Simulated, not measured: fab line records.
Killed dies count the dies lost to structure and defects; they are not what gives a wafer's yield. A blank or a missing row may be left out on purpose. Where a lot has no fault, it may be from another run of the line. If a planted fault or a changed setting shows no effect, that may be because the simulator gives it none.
Which tool did it?    flow gf180mcu    13 lots, 39 wafers sampled, at 5 steps of a route of 602

WHAT THE GAUGES READ, wafer by wafer
GF_POLY_GATE_THK_MEAS_01. Usual: POLY_GATE_CVD_00_THK typically reads 199.4 nm, with standard deviation 1.7.
lot   measured      on            POLY_GATE_CVD_00_THK (nm)  flag
L210  day 8 08:20   filmMetro-03  198.2 197.3 198.3          
L212  day 8 22:47   filmMetro-04  197.9 196.2 196.9          
L213  day 9 02:48   filmMetro-01  198.4 200.8 200.4          
L214  day 9 13:01   filmMetro-01  200.7 200.2 200.5          
L215  day 9 19:42   filmMetro-01  198.4 196.6 198.0          
L216  day 10 04:34  filmMetro-03  199.4 199.5 200.3          
L217  day 10 13:35  filmMetro-04  200.1 200.3 200.7          
L218  day 10 19:14  filmMetro-03  200.2 199.6 199.9          
L219  day 11 04:53  filmMetro-04  198.7 198.6 202.1          
L220  day 11 11:35  filmMetro-01  197.5 198.8 200.4          
L224  day 12 20:45  filmMetro-01  308.2 308.9 308.2          OFF
L233  day 15 01:29  filmMetro-04  200.0 199.2 199.4          
L232  day 15 03:59  filmMetro-03  202.8 203.1 204.4          

GF_HV_LDD_TW_MEAS_38. Usual: HV_LDD_3_TW typically reads 1439, with standard deviation 12.
lot   measured      on            HV_LDD_3_TW     flag
L210  day 11 11:46  filmMetro-03  1431 1434 1439  
L212  day 12 01:05  filmMetro-03  1420 1420 1412  
L213  day 12 05:51  filmMetro-03  1422 1415 1413  
L214  day 12 16:19  filmMetro-02  1434 1432 1440  
L215  day 12 23:38  filmMetro-04  1452 1464 1455  
L216  day 13 15:04  filmMetro-03  1436 1433 1432  
L217  day 14 01:33  filmMetro-02  1445 1438 1442  
L218  day 14 06:32  filmMetro-02  1438 1431 1445  
L219  day 14 14:33  filmMetro-02  1445 1435 1444  
L220  day 14 21:00  filmMetro-02  1451 1449 1445  
L233  day 18 23:20  filmMetro-02  1438 1445 1434  
L232  day 19 01:55  filmMetro-04  1457 1452 1453  

GF_SALICIDE_RS_MEAS_04: measures by four-point-probe. Usual: SALICIDE_TIN_RS typically reads 16.4 ohm/sq, with standard deviation 0.33.
lot   measured      on            SALICIDE_TIN_RS (ohm/sq)  flag
L210  day 14 22:01  filmMetro-03  16.0 16.0 16.0            
L212  day 15 17:08  filmMetro-04  16.6 16.8 16.4            
L213  day 15 22:13  filmMetro-04  16.0 15.8 15.9            
L214  day 16 07:44  filmMetro-04  16.0 16.1 16.3            
L215  day 16 16:34  filmMetro-03  16.2 16.6 16.6            
L216  day 17 09:16  filmMetro-04  16.5 16.9 16.8            
L217  day 17 22:31  filmMetro-01  16.5 16.1 16.0            
L218  day 18 03:44  filmMetro-03  16.9 16.6 16.4            
L219  day 18 12:47  filmMetro-01  17.1 16.7 16.7            
L220  day 18 20:26  filmMetro-01  16.1 16.4 16.4            
L233  day 23 02:52  filmMetro-03  16.3 16.9 16.7            
L232  day 23 06:44  filmMetro-01  16.6 16.0 16.2            

GF_M1_OVL_MEAS_15. Usual: M1_OVL typically reads 0 nm, with standard deviation 5.8.
lot   measured      on          M1_OVL (nm)  flag
L210  day 16 20:02  overlay-01  4 3 6        
L212  day 17 16:35  overlay-01  -2 -3 -2     
L213  day 17 22:12  overlay-02  1 1 -2       
L214  day 18 07:23  overlay-02  6 10 7       
L215  day 18 18:07  overlay-01  -5 -5 -5     
L216  day 19 10:10  overlay-01  2 -6 -6      
L217  day 20 00:05  overlay-01  -14 -12 -9   
L218  day 20 06:33  overlay-02  5 0 1        
L219  day 20 16:32  overlay-01  3 5 6        
L220  day 20 23:59  overlay-02  -7 -8 -4     
L233  day 25 01:54  overlay-02  5 -1 3       
L232  day 25 05:38  overlay-02  -3 2 6       

EACH LOT AND THE TOOL THAT RAN IT (in order: tool; ch and the chambers of the sampled wafers; start)
lot   GF_POLY_GATE_CVD_00
L210  lpcvd-02 ch 0, day 8 06:59
L212  lpcvd-01 ch 0, day 8 21:28
L213  lpcvd-01 ch 1, day 9 01:28
L214  lpcvd-02 ch 1, day 9 11:40
L215  lpcvd-01 ch 0, day 9 18:22
L216  lpcvd-01 ch 0, day 10 01:33
L217  lpcvd-01 ch 1, day 10 12:16
L218  lpcvd-01 ch 0, day 10 17:53
L219  lpcvd-01 ch 0, day 11 03:32
L220  lpcvd-02 ch 0, day 11 10:15
L224  lpcvd-01 ch 0, day 12 18:45
L233  lpcvd-02 ch 1, day 15 00:08
L232  lpcvd-02 ch 1, day 15 02:38
- GF_POLY_GATE_CVD_00: deposits poly-Si, target thk 200 nm, time 1200 s.

WHAT THE TOOLS THEMSELVES READ (means of the sampled wafers that have a number; where no wafer has one, the mark that the record gives instead)
GF_POLY_GATE_CVD_00. Usual: spikeTcBottomC 641.9 C (standard deviation 1.7); spikeTcCentreC 620.7 C (standard deviation 0.99); spikeTcLowerC 620.0 C (standard deviation 1.3); spikeTcTopC 637.4 C (standard deviation 1.7); spikeTcUpperC 620.0 C (standard deviation 1.3); susceptorTempC 619.97 C (standard deviation 0.27); zonePowerLowerPct 8.3 % (standard deviation 0.89).
lot   tool      spikeTcBottomC (C)  spikeTcCentreC (C)  spikeTcLowerC (C)  spikeTcTopC (C)  spikeTcUpperC (C)  susceptorTempC (C)  zonePowerLowerPct (%)  flag
L210  lpcvd-02  642.1               621.6               620.8              638.8            617.1              619.97              8.6                    
L212  lpcvd-01  643.6               620.9               619.3              635.9            620.0              619.65              7.4                    
L213  lpcvd-01  640.2               620.2               621.0              639.4            620.3              619.97              8.5                    
L214  lpcvd-02  639.6               621.2               619.1              636.6            620.8              619.70              9.8                    
L215  lpcvd-01  642.7               620.0               619.9              635.4            621.8              620.33              7.5                    
L216  lpcvd-01  642.9               621.0               619.7              636.5            620.6              619.66              7.3                    
L217  lpcvd-01  640.9               619.6               621.0              638.8            620.8              620.31              8.5                    
L218  lpcvd-01  643.7               620.4               620.6              635.1            620.9              619.67              7.5                    
L219  lpcvd-01  643.4               620.8               620.5              636.0            620.9              619.95              7.5                    
L220  lpcvd-02  642.8               620.9               621.1              638.5            618.0              619.90              8.6                    
L224  lpcvd-01  662.6               640.4               640.0              654.3            639.7              638.97              7.9                    OFF
L233  lpcvd-02  640.6               621.2               618.2              637.5            620.2              619.89              9.7                    
L232  lpcvd-02  639.8               620.1               618.7              638.6            619.9              619.83              9.8                    

THE ANSWER, worked out from the rows above alone
Rule: take the mean of a lot's wafers that have a number; if it is more than 3 standard deviations from the usual mean, the lot is off. Also off: a lot with no number at a reading for which 4 or more lots have one. All remaining lots with rows at the step are treated as sound. Order of review: gauges by route order, followed by the tools' own readings, for which a lot's mean as printed above is used. At the first step where some lot is off, the reading lying furthest off is the one used; lots without a number count as furthest.
Off: at GF_POLY_GATE_THK_MEAS_01 (POLY_GATE_CVD_00_THK), L224.
If a tool, at a process step before that reading, ran all the lots that are off and no sound lot after the first of them, it fits. Not tried: the gauges at GF_POLY_GATE_THK_MEAS_01; whatever is off there is also off at GF_POLY_GATE_CVD_00, on other tools, and gauge error can't account for it. One candidate fits, namely lpcvd-01 at GF_POLY_GATE_CVD_00. A fault onset in the window from L219 (day 11 03:32, its last sound lot) to L224 (day 12 18:45, its first lot off) fits.
The tool's own readings at GF_POLY_GATE_CVD_00 bear it out: on the lots that are off they differ by more than 5 times the standard deviation of the sound lots' means. spikeTcBottomC reads 662.6 C there against 641.9 C on the sound lots; spikeTcCentreC reads 640.4 C there against 620.7 C on the sound lots; spikeTcLowerC reads 640.0 C there against 620.0 C on the sound lots; spikeTcTopC reads 654.3 C there against 637.3 C on the sound lots; spikeTcUpperC reads 639.7 C there against 620.1 C on the sound lots; susceptorTempC reads 638.97 C there against 619.90 C on the sound lots.

WHAT WAS PUT IN BY THE SIMULATOR
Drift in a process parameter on lpcvd-01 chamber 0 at GF_POLY_GATE_CVD_00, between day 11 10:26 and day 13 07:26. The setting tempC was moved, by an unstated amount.
Shown lots that were struck: L224. The same result came from the rule above.
